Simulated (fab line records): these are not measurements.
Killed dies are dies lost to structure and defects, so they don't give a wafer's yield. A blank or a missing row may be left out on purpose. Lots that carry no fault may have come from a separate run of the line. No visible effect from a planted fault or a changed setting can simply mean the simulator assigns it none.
A lot that was struck, set against a sound lot | flow sky130 | 18 steps out of a route of 708
Sound: these wafers, L338.1, L338.3, L338.5. Struck: wafers L344.1, L344.4. At the end, the cause is stated.
Per side, at each step with rows, come the tool, then ch with its chambers, and then its first start. Under that, the readings that differ: sound wafers | struck wafers | difference of the means | sigmas: that difference in standard deviations of wafers without a fault.
alike: readings with means less than 2 such deviations apart, plus words and numbers identical on both sides. not compared: withheld readings, readings lacking a value on some wafer, bounds such as >300 that could conceal the same value, and numbers that have no deviation in the record and whose values overlap.
Wherever a step has rows on one side only, a row that says differs or no value, or a row with sigmas, the two part there. When numbers do not overlap yet have no deviation, they are printed without sigmas and do not part them. Lack of a reading on every wafer of one side parts them only where that side has two or more wafers.

first, 1 step without rows for these wafers: SKY_VT_ADJUST_PCH_IMPLANT_08.
SKY_VT_ADJUST_PCH_STRIP_09: strips in O2/N2.
  sound on plasma asher-01 ch 0,1, day 13 06:10; struck on plasma asher-04 ch 0,1, day 15 06:43
  alike: drypump motor current A, oes product au, strip time to endpoint s
  not compared: rf hours counter h
SKY_VT_ADJUST_PCH_TW_MEAS_10:
  struck on film metro-02, day 15 06:49; sound on film metro-01, day 13 06:16
  alike: VT_ADJUST_PCH_TW
then, 7 steps without rows for these wafers: SKY_SONOS_TUNNEL_DEHYDRATE_00 (time 60 s); SKY_SONOS_TUNNEL_HMDS_01 (prime time 60 s); SKY_SONOS_TUNNEL_COAT_02 (resist thk 1140 nm); SKY_SONOS_TUNNEL_SOFTBAKE_03 (time 60 s); SKY_SONOS_TUNNEL_EXPOSE_04 (exposes mask TUNM, target cd 410 nm); SKY_SONOS_TUNNEL_PEB_05; SKY_SONOS_TUNNEL_DEVELOP_06 (develop time 60 s).
SKY_SONOS_TUNNEL_CD_MEAS_07: target cd 410 nm.
  struck on cd sem-01, day 16 10:25; sound on cd sem-01, day 14 06:43
  alike: cd nm
SKY_SONOS_TUNNEL_OVL_MEAS_08:
  struck on overlay-01, day 16 10:32; sound on overlay-01, day 14 06:50
  alike: SONOS_TUNNEL_OVL
SKY_SONOS_TUNNEL_IMPLANT_09:
  sound on implanter-03 ch 0, day 14 06:53; struck on implanter-03 ch 0, day 16 10:35
  alike: beam on s
then, 2 steps without rows for these wafers: SKY_SONOS_TUNNEL_WET_ETCH_10 (etches SiO2 in dHF, target depth 14 nm, time 280 s); SKY_SONOS_TUNNEL_STRIP_11 (strips in SPM, time 600 s).
SKY_SONOS_TUNNEL_TW_MEAS_12:
  struck on film metro-02, day 16 11:02; sound on film metro-02, day 14 07:17
  reading         | sound             | struck      | difference | sigmas
  SONOS_TUNNEL_TW | 195.4 194.9 197.1 | 178.6 179.7 | -16.7      | -9
then, 1 step without rows for these wafers: SKY_SONOS_TUNNEL_CLEAN_13 (cleans in dHF, time 20 s).
-- a jump in the record: the struck wafers' starts before and after are 33 days apart (it breaks off in module SONOS_TUNNEL and resumes in module PAD_OPEN, where the first step shown is number 708 of the route) --
SKY_PAD_OPEN_PROBE_99:
  struck on prober-02, day 49 12:10; sound on prober-02, day 48 03:39
  reading                                         | sound                   | struck          | difference | sigmas
  model.etest.tip sonos.rs ohm sq                 | 2635 2586 2630          | 2653 2644       | +32        |
  model.etest.tip sonos.rs ohm sq range           | 34.33 36.46 43.76       | 113.6 102.4     | +69.8      |
  model.etest.tip sonos.rs ohm sq rim less centre | 28.44 -13.48 -21.93     | 60.87 43.43     | +54.47     |
  model.etest.sonos uncharged.r on ohm um         | 811.1 820.1 820.8       | 764.1 784.2     | -43.2      |
  model.etest.sonos programmed.off log10 a um     | -14.02 -14.04 -13.92    | -13.28 -13.12   | +0.79      |
  model.etest.sonos uncharged.vt v (V)            | -0.4673 -0.4275 -0.4514 | -0.5419 -0.5254 | -0.0849    |
  model.etest.sonos baked.vt v (V)                | 0.8878 0.97 0.9311      | 0.8656 0.8389   | -0.0774    |
  alike: killed_at_M0_to_M3, killed_at_M4_up, killed at contacts, killed at front end, killed at other, killed dies, killed open, killed short

== WHERE THEY PART ==
At SKY_SONOS_TUNNEL_TW_MEAS_12 and nowhere else, as far as this record goes. Later steps at which nothing parts them and some readings are alike: SKY_PAD_OPEN_PROBE_99.

WHY: what had been put in by the simulator
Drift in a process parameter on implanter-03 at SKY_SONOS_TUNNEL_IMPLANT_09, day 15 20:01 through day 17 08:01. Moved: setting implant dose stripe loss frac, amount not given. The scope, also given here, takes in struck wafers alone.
